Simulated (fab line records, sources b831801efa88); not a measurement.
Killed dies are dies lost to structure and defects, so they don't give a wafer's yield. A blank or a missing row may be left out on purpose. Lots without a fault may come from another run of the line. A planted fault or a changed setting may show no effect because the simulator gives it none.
Which tool did it? | flow sky130 | 13 lots, 39 wafers sampled, at 4 steps of a route of 708

WHAT THE GAUGES READ, wafer by wafer
SKY_GATE_OXIDE_TW_MEAS_14. Usual: GATE_OXIDE_TW 223.3, standard deviation 1.4.
lot  | measured     | on            | GATE_OXIDE_TW     | flag
L616 | day 13 22:14 | film_metro-04 | 222.8 222.8 221.8 |
L617 | day 14 06:59 | film_metro-04 | 225.0 223.4 223.7 |
L618 | day 14 11:12 | film_metro-02 | 222.9 220.4 221.5 |
L619 | day 14 14:09 | film_metro-04 | 223.7 224.9 222.4 |
L620 | day 15 07:26 | film_metro-02 | 224.9 224.4 225.1 |
L621 | day 15 14:23 | film_metro-02 | 225.0 224.1 224.0 |
L628 | day 18 03:19 | film_metro-02 | 225.3 224.3 224.5 |
L629 | day 18 10:41 | film_metro-04 | 222.6 223.0 223.3 |
L631 | day 19 00:49 | film_metro-02 | 225.8 225.1 224.9 |
L632 | day 19 12:56 | film_metro-04 | 224.5 223.7 224.3 |
L633 | day 20 01:43 | film_metro-04 | 224.2 223.4 221.9 |
L635 | day 20 14:05 | film_metro-03 | 222.4 220.3 220.5 |
L639 | day 22 00:56 | film_metro-04 | 221.9 222.3 221.3 |

SKY_LDD_N_TW_MEAS_17. Usual: LDD_N_TW 2586, standard deviation 26.
lot  | measured     | on            | LDD_N_TW       | flag
L616 | day 17 19:59 | film_metro-01 | 2598 2599 2602 |
L617 | day 18 01:01 | film_metro-01 | 2630 2626 2638 |
L618 | day 18 07:29 | film_metro-01 | 2616 2621 2618 |
L619 | day 18 15:15 | film_metro-01 | 2620 2624 2618 |
L620 | day 19 06:13 | film_metro-03 | 2554 2558 2548 |
L621 | day 19 16:05 | film_metro-02 | 2599 2591 2593 |
L628 | day 22 06:27 | film_metro-02 | 2593 2587 2595 |
L629 | day 22 15:03 | film_metro-01 | 2606 2605 2602 |
L631 | day 23 04:48 | film_metro-02 | 2575 2592 2583 |
L632 | day 23 17:43 | film_metro-01 | 2608 2597 2599 |
L633 | day 24 04:55 | film_metro-02 | 2585 2580 2594 |
L635 | day 24 18:18 | film_metro-02 | 2585 2589 2592 |
L639 | day 26 01:41 | film_metro-01 | 2603 2603 2610 |

SKY_LDD_P_CD_MEAS_07: target cd 380 nm. Usual: cd_nm 379.8 nm, standard deviation 2.5.
lot  | measured     | on        | cd_nm (nm)        | flag
L616 | day 19 02:13 | cd_sem-01 | 378.5 379.5 383.0 |
L617 | day 19 07:52 | cd_sem-01 | 374.8 377.3 377.7 |
L618 | day 19 14:02 | cd_sem-02 | 420.3 420.7 418.9 | OFF
L619 | day 19 22:14 | cd_sem-02 | 380.0 378.0 377.4 |
L620 | day 20 12:43 | cd_sem-01 | 414.2 414.3 413.4 | OFF
L621 | day 20 22:47 | cd_sem-01 | 388.2 383.8 380.8 |
L628 | day 23 12:28 | cd_sem-01 | 382.3 381.1 379.7 |
L629 | day 23 21:31 | cd_sem-01 | 380.1 378.6 378.8 |
L631 | day 24 10:31 | cd_sem-02 | 383.6 381.6 381.5 |
L632 | day 24 23:46 | cd_sem-02 | 377.0 378.9 375.2 |
L633 | day 25 09:58 | cd_sem-01 | 378.0 380.0 377.3 |
L635 | day 25 23:26 | cd_sem-02 | 379.5 379.1 377.5 |
L639 | day 27 07:00 | cd_sem-02 | 377.5 379.3 378.5 |

WHICH TOOL RAN EACH LOT (tool, then ch and the chambers of the sampled wafers, then the start)
lot  | SKY_LDD_P_DEVELOP_06
L616 | litho_track-01 ch 0, day 19 02:04
L617 | litho_track-01 ch 0, day 19 07:43
L618 | litho_track-01 ch 0, day 19 13:54
L619 | litho_track-02 ch 0, day 19 22:07
L620 | litho_track-01 ch 0, day 20 12:34
L621 | litho_track-04 ch 0, day 20 22:39
L628 | litho_track-04 ch 0, day 23 12:20
L629 | litho_track-01 ch 0, day 23 21:22
L631 | litho_track-04 ch 0, day 24 10:23
L632 | litho_track-01 ch 0, day 24 23:37
L633 | litho_track-01 ch 0, day 25 09:49
L635 | litho_track-02 ch 0, day 25 23:17
L639 | litho_track-02 ch 0, day 27 06:52
- SKY_LDD_P_DEVELOP_06: develop time 60 s.

WHAT THE TOOLS THEMSELVES READ (means of the sampled wafers that have a number; where no wafer has one, the mark that the record gives instead)
The record holds no such reading with a usual standard deviation.

THE ANSWER, worked out from the rows above alone
Rule: a lot is off if the mean of its wafers that have a number lies more than 3 standard deviations from the usual mean. A lot without any number at a reading at which 4 lots or more have one is off too. The other lots that the step has rows for count as sound. The gauges are gone through in route order, then the tools' own readings, and for those a lot's mean is taken as printed above. The first step at which some lot is off is used, and at that step the reading that is off furthest; a lot without a number counts as furthest.
Off: L618, L620, at SKY_LDD_P_CD_MEAS_07 (cd_nm).
A tool fits if, at a process step before that reading, it ran every lot that is off, and no sound lot after the first of them. The gauges at SKY_LDD_P_CD_MEAS_07 are tried like those tools. None of those tried fits.

WHAT THE SIMULATOR HAD PUT IN
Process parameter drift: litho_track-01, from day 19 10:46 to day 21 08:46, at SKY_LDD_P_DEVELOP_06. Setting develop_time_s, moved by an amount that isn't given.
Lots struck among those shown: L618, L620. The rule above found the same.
